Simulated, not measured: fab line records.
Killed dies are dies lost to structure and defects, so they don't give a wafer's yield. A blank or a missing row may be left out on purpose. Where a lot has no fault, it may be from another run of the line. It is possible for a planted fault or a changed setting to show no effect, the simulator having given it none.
Which tool was responsible? :: flow sky130 :: 27 wafers from 9 lots sampled at 6 of the route's 708 steps

WHAT THE GAUGES SHOWED, per wafer
SKY_LDD_N_TW_MEAS_17. Usual: for LDD_N_TW the level is 2575 and the standard deviation is 15.
lot: L325
measured: day 18 19:37
on: filmMetro-01
LDD_N_TW: 2581 2587 2573
flag: 

lot: L328
measured: day 19 05:05
on: filmMetro-01
LDD_N_TW: 2589 2590 2576
flag: 

lot: L327
measured: day 19 07:32
on: filmMetro-01
LDD_N_TW: 2586 2590 2591
flag: 

lot: L333
measured: day 22 00:38
on: filmMetro-01
LDD_N_TW: 2566 2596 2582
flag: 

lot: L335
measured: day 22 08:59
on: filmMetro-01
LDD_N_TW: 2581 2590 2584
flag: 

lot: L340
measured: day 24 03:32
on: filmMetro-01
LDD_N_TW: 2603 2601 2592
flag: 

lot: L344
measured: day 25 12:38
on: filmMetro-02
LDD_N_TW: 2549 2550 2567
flag: 

lot: L346
measured: day 25 17:19
on: filmMetro-02
LDD_N_TW: 2565 2567 2554
flag: 

lot: L345
measured: day 25 20:19
on: filmMetro-04
LDD_N_TW: 2557 2554 2567
flag: 

SKY_CAPM_RS_MEAS_03: the measuring method here is four-point-probe. Usual: for CAPM_TIN_RS the level is 6.92 ohm/sq and the standard deviation is 0.084.
lot: L325
measured: day 37 10:16
on: filmMetro-03
CAPM_TIN_RS (ohm/sq): 6.82 6.88 7.00
flag: 

lot: L328
measured: day 37 15:55
on: filmMetro-04
CAPM_TIN_RS (ohm/sq): 7.04 6.93 7.07
flag: 

lot: L327
measured: day 37 19:58
on: filmMetro-02
CAPM_TIN_RS (ohm/sq): 6.80 6.81 6.82
flag: 

lot: L333
measured: day 39 23:17
on: filmMetro-04
CAPM_TIN_RS (ohm/sq): 6.82 6.92 6.77
flag: 

lot: L335
measured: day 40 05:40
on: filmMetro-03
CAPM_TIN_RS (ohm/sq): 6.90 6.78 6.80
flag: 

lot: L340
measured: day 41 15:06
on: filmMetro-02
CAPM_TIN_RS (ohm/sq): 6.53 6.62 6.93
flag: 

lot: L344
measured: day 42 14:48
on: filmMetro-04
CAPM_TIN_RS (ohm/sq): 6.61 6.78 6.79
flag: 

lot: L346
measured: day 42 19:58
on: filmMetro-03
CAPM_TIN_RS (ohm/sq): 6.93 7.10 6.95
flag: 

lot: L345
measured: day 42 21:52
on: filmMetro-04
CAPM_TIN_RS (ohm/sq): 6.88 6.98 7.02
flag: 

SKY_CAPM_THK_MEAS_04: measures by xrf. Usual: for CAPM_TIN_THK the level is 202.7 nm and the standard deviation is 2.7.
lot: L325
measured: day 37 10:22
on: filmMetro-03
CAPM_TIN_THK (nm): 206.5 203.8 200.4
flag: 

lot: L328
measured: day 37 16:02
on: filmMetro-04
CAPM_TIN_THK (nm): 197.4 201.2 197.3
flag: 

lot: L327
measured: day 37 20:04
on: filmMetro-02
CAPM_TIN_THK (nm): 204.9 204.7 205.0
flag: 

lot: L333
measured: day 39 23:24
on: filmMetro-04
CAPM_TIN_THK (nm): 205.6 202.0 207.0
flag: 

lot: L335
measured: day 40 05:47
on: filmMetro-03
CAPM_TIN_THK (nm): 204.9 208.0 207.8
flag: 

lot: L340
measured: day 41 15:13
on: filmMetro-02
CAPM_TIN_THK (nm): 215.6 212.0 202.5
flag: 

lot: L344
measured: day 42 14:55
on: filmMetro-04
CAPM_TIN_THK (nm): 210.4 207.1 206.6
flag: 

lot: L346
measured: day 42 20:05
on: filmMetro-03
CAPM_TIN_THK (nm): 202.3 198.2 202.2
flag: 

lot: L345
measured: day 42 21:59
on: filmMetro-04
CAPM_TIN_THK (nm): 203.9 201.1 198.9
flag: 

WHICH TOOL RAN EACH LOT (tool, then ch and the chambers of the sampled wafers, then the start)
lot: L325
SKY_LDD_P_STRIP_10: plasmaAsher-01 ch 0,1, day 20 02:32
SKY_LDD_LDN_STRIP_12: plasmaAsher-04 ch 0,1, day 23 22:13
SKY_CAPM_SPUTTER_02: pvdSputter-04, day 37 10:07

lot: L328
SKY_LDD_P_STRIP_10: plasmaAsher-02 ch 0,1, day 20 12:32
SKY_LDD_LDN_STRIP_12: plasmaAsher-03 ch 0,1, day 24 08:53
SKY_CAPM_SPUTTER_02: pvdSputter-04, day 37 15:48

lot: L327
SKY_LDD_P_STRIP_10: plasmaAsher-04 ch 0,1, day 20 14:49
SKY_LDD_LDN_STRIP_12: plasmaAsher-01 ch 0,1, day 24 10:34
SKY_CAPM_SPUTTER_02: pvdSputter-02, day 37 19:49

lot: L333
SKY_LDD_P_STRIP_10: plasmaAsher-02 ch 0,1, day 23 06:41
SKY_LDD_LDN_STRIP_12: plasmaAsher-01 ch 0,1, day 27 00:35
SKY_CAPM_SPUTTER_02: pvdSputter-01, day 39 23:10

lot: L335
SKY_LDD_P_STRIP_10: plasmaAsher-04 ch 0,1, day 23 15:11
SKY_LDD_LDN_STRIP_12: plasmaAsher-04 ch 0,1, day 27 08:59
SKY_CAPM_SPUTTER_02: pvdSputter-01, day 40 05:34

lot: L340
SKY_LDD_P_STRIP_10: plasmaAsher-04 ch 0,1, day 25 09:54
SKY_LDD_LDN_STRIP_12: plasmaAsher-01 ch 0,1, day 29 01:49
SKY_CAPM_SPUTTER_02: pvdSputter-01, day 41 14:58

lot: L344
SKY_LDD_P_STRIP_10: plasmaAsher-02 ch 0,1, day 26 17:45
SKY_LDD_LDN_STRIP_12: plasmaAsher-01 ch 0,1, day 30 08:05
SKY_CAPM_SPUTTER_02: pvdSputter-01, day 42 14:40

lot: L346
SKY_LDD_P_STRIP_10: plasmaAsher-02 ch 0,1, day 26 22:41
SKY_LDD_LDN_STRIP_12: plasmaAsher-04 ch 0,1, day 30 13:20
SKY_CAPM_SPUTTER_02: pvdSputter-02, day 42 19:51

lot: L345
SKY_LDD_P_STRIP_10: plasmaAsher-01 ch 0,1, day 27 01:48
SKY_LDD_LDN_STRIP_12: plasmaAsher-01 ch 0,1, day 30 16:23
SKY_CAPM_SPUTTER_02: pvdSputter-02, day 42 21:45
- SKY_LDD_P_STRIP_10: strips in O2/N2.
- SKY_LDD_LDN_STRIP_12: strips in O2/N2.
- SKY_CAPM_SPUTTER_02: material TiN, target thk 200 nm, time 166.7 s.

AS READ BY THE TOOLS THEMSELVES (means over the sampled wafers that have a number; for cases with no such wafer, the mark the record gives instead)
SKY_LDD_P_STRIP_10. Usual: drypumpMotorCurrentA 5.94 A, standard deviation 0.17; oesProductAu 0.716 a.u., standard deviation 0.0042; stripTimeToEndpointS 14.20 s, standard deviation 0.041.
lot: L325
tool: plasmaAsher-01
drypumpMotorCurrentA (A): 6.11
oesProductAu (a.u.): 0.716
stripTimeToEndpointS (s): 14.19
flag: 

lot: L328
tool: plasmaAsher-02
drypumpMotorCurrentA (A): 5.82
oesProductAu (a.u.): 0.716
stripTimeToEndpointS (s): 14.16
flag: 

lot: L327
tool: plasmaAsher-04
drypumpMotorCurrentA (A): 5.94
oesProductAu (a.u.): 0.717
stripTimeToEndpointS (s): 14.18
flag: 

lot: L333
tool: plasmaAsher-02
drypumpMotorCurrentA (A): 5.81
oesProductAu (a.u.): 0.713
stripTimeToEndpointS (s): 14.22
flag: 

lot: L335
tool: plasmaAsher-04
drypumpMotorCurrentA (A): 5.85
oesProductAu (a.u.): 0.714
stripTimeToEndpointS (s): 14.22
flag: 

lot: L340
tool: plasmaAsher-04
drypumpMotorCurrentA (A): 5.94
oesProductAu (a.u.): 0.712
stripTimeToEndpointS (s): 14.21
flag: 

lot: L344
tool: plasmaAsher-02
drypumpMotorCurrentA (A): 5.77
oesProductAu (a.u.): 0.714
stripTimeToEndpointS (s): 14.27
flag: 

lot: L346
tool: plasmaAsher-02
drypumpMotorCurrentA (A): 5.79
oesProductAu (a.u.): 0.713
stripTimeToEndpointS (s): 14.21
flag: 

lot: L345
tool: plasmaAsher-01
drypumpMotorCurrentA (A): 6.11
oesProductAu (a.u.): 0.714
stripTimeToEndpointS (s): 14.19
flag: 

SKY_LDD_LDN_STRIP_12. Usual: drypumpMotorCurrentA 5.94 A, standard deviation 0.25; oesProductAu 0.715 a.u., standard deviation 0.0046; stripTimeToEndpointS 14.208 s, standard deviation 0.029.
lot: L325
tool: plasmaAsher-04
drypumpMotorCurrentA (A): 5.85
oesProductAu (a.u.): 0.713
stripTimeToEndpointS (s): 14.199
flag: 

lot: L328
tool: plasmaAsher-03
drypumpMotorCurrentA (A): 5.58
oesProductAu (a.u.): 0.713
stripTimeToEndpointS (s): 14.185
flag: 

lot: L327
tool: plasmaAsher-01
drypumpMotorCurrentA (A): 6.12
oesProductAu (a.u.): 0.713
stripTimeToEndpointS (s): 14.246
flag: 

lot: L333
tool: plasmaAsher-01
drypumpMotorCurrentA (A): 6.11
oesProductAu (a.u.): 0.719
stripTimeToEndpointS (s): 14.209
flag: 

lot: L335
tool: plasmaAsher-04
drypumpMotorCurrentA (A): 5.93
oesProductAu (a.u.): 0.718
stripTimeToEndpointS (s): 14.208
flag: 

lot: L340
tool: plasmaAsher-01
drypumpMotorCurrentA (A): 6.03
oesProductAu (a.u.): 0.716
stripTimeToEndpointS (s): 14.195
flag: 

lot: L344
tool: plasmaAsher-01
drypumpMotorCurrentA (A): 6.11
oesProductAu (a.u.): 0.713
stripTimeToEndpointS (s): 14.209
flag: 

lot: L346
tool: plasmaAsher-04
drypumpMotorCurrentA (A): 5.86
oesProductAu (a.u.): 0.714
stripTimeToEndpointS (s): 14.177
flag: 

lot: L345
tool: plasmaAsher-01
drypumpMotorCurrentA (A): 6.12
oesProductAu (a.u.): 0.712
stripTimeToEndpointS (s): 14.217
flag: 

SKY_CAPM_SPUTTER_02. Usual: chamberPressurePa 0.4000 Pa, standard deviation 0.00073; susceptorTempC 300.00 C, standard deviation 0.21; throttleValvePct 29.9 %, standard deviation 1.4.
lot: L325
tool: pvdSputter-04
chamberPressurePa (Pa): 0.3999
susceptorTempC (C): 299.86
throttleValvePct (%): 31.0
flag: 

lot: L328
tool: pvdSputter-04
chamberPressurePa (Pa): 0.4001
susceptorTempC (C): 300.05
throttleValvePct (%): 29.7
flag: 

lot: L327
tool: pvdSputter-02
chamberPressurePa (Pa): 0.3996
susceptorTempC (C): 300.17
throttleValvePct (%): 29.8
flag: 

lot: L333
tool: pvdSputter-01
chamberPressurePa (Pa): 0.4002
susceptorTempC (C): 300.04
throttleValvePct (%): 29.7
flag: 

lot: L335
tool: pvdSputter-01
chamberPressurePa (Pa): 0.3997
susceptorTempC (C): 300.39
throttleValvePct (%): 30.4
flag: 

lot: L340
tool: pvdSputter-01
chamberPressurePa (Pa): 0.3995
susceptorTempC (C): 299.92
throttleValvePct (%): 30.1
flag: 

lot: L344
tool: pvdSputter-01
chamberPressurePa (Pa): 0.4000
susceptorTempC (C): 300.22
throttleValvePct (%): 29.7
flag: 

lot: L346
tool: pvdSputter-02
chamberPressurePa (Pa): 0.4000
susceptorTempC (C): 299.80
throttleValvePct (%): 30.3
flag: 

lot: L345
tool: pvdSputter-02
chamberPressurePa (Pa): 0.3995
susceptorTempC (C): 299.84
throttleValvePct (%): 30.0
flag: 

THE ANSWER, worked out from the rows above alone
Rule: a lot is off if the mean of its wafers that have a number lies more than 3 standard deviations from the usual mean. A lot without any number at a reading at which 4 lots or more have one is off too. Where the step has rows for the other lots, those lots are counted as sound. After the gauges, taken in route order, come the tools' own readings; for these a lot's mean is taken, as printed above. At the first step where some lot is off, the reading lying furthest off is the one used; lots without a number count as furthest.
Nothing can be told from this: no lot is off at any reading shown.

WHAT THE SIMULATOR PUT IN
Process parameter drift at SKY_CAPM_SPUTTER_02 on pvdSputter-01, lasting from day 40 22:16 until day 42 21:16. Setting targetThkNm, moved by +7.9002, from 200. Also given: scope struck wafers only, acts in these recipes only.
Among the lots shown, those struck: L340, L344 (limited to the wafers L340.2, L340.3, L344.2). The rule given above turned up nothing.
